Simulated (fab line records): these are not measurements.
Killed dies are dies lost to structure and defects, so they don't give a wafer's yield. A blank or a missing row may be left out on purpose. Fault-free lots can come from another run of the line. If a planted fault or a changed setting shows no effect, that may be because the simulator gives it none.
Which of the tools did it? ; flow sky130 ; 6 lots, 18 wafers sampled, at 3 steps of a route of 708

WHAT THE GAUGES SHOWED, per wafer
SKY_CAP2M_OVL_MEAS_12.
lot;measured;on;CAP2M_OVL (nm)
L541;day 40 18:54;overlay-02;0.5 2.0 3.0
L544;day 41 18:01;overlay-02;3.2 2.8 3.5
L553;day 44 20:36;overlay-01;2.1 3.0 0.8
L555;day 45 07:39;overlay-02;1.3 0.9 -0.2
L559;day 46 02:15;overlay-02;2.5 2.3 2.3
L562;day 46 15:09;overlay-01;0.8 2.2 0.9

TOOL THAT RAN EACH LOT (tool first, then ch and the chambers of the sampled wafers, then the start)
lot;SKY_LI_CONTACT_CMP_24;SKY_VIA3_CMP_24
L541;cmp-01 ch 0,2, day 29 06:15;cmp-01 ch 0,3, day 39 17:40
L544;cmp-01 ch 1,2,3, day 30 06:23;cmp-01 ch 0,2,3, day 40 17:25
L553;cmp-02 ch 1,2, day 33 19:16;cmp-01 ch 1,2, day 43 22:08
L555;cmp-02 ch 0,2, day 34 16:40;cmp-02 ch 1,3, day 44 09:28
L559;cmp-01 ch 1,2, day 35 16:01;cmp-01 ch 0,1, day 45 05:24
L562;cmp-02 ch 0,1,2, day 36 04:44;cmp-02 ch 1,2,3, day 45 18:05
- SKY_LI_CONTACT_CMP_24: polishes, stops on PSG, t overpolish 20 s, target thk 0 nm.
- SKY_VIA3_CMP_24: polishes, stops on SiO2, t overpolish 20 s, target thk 0 nm.

THE ANSWER, worked out from the rows above alone
Rule: usual is defined by the lots themselves. The widest of any qualifying gaps counts: lots, ordered by their means at a reading, are off when they make up no more than a third of the lots, leave a main group of 4 or more, and stand apart from it by 3 or more times the standard deviation of that group's means. If all means in a main group match to the digits the tables above print for the reading, that group is not used. Also off: a lot with no number at a reading for which 4 or more lots have one. Where the step has rows for the other lots, those lots are counted as sound.
Nothing can be told from this: no lot is off at any reading shown.

WHAT THE SIMULATOR PUT IN
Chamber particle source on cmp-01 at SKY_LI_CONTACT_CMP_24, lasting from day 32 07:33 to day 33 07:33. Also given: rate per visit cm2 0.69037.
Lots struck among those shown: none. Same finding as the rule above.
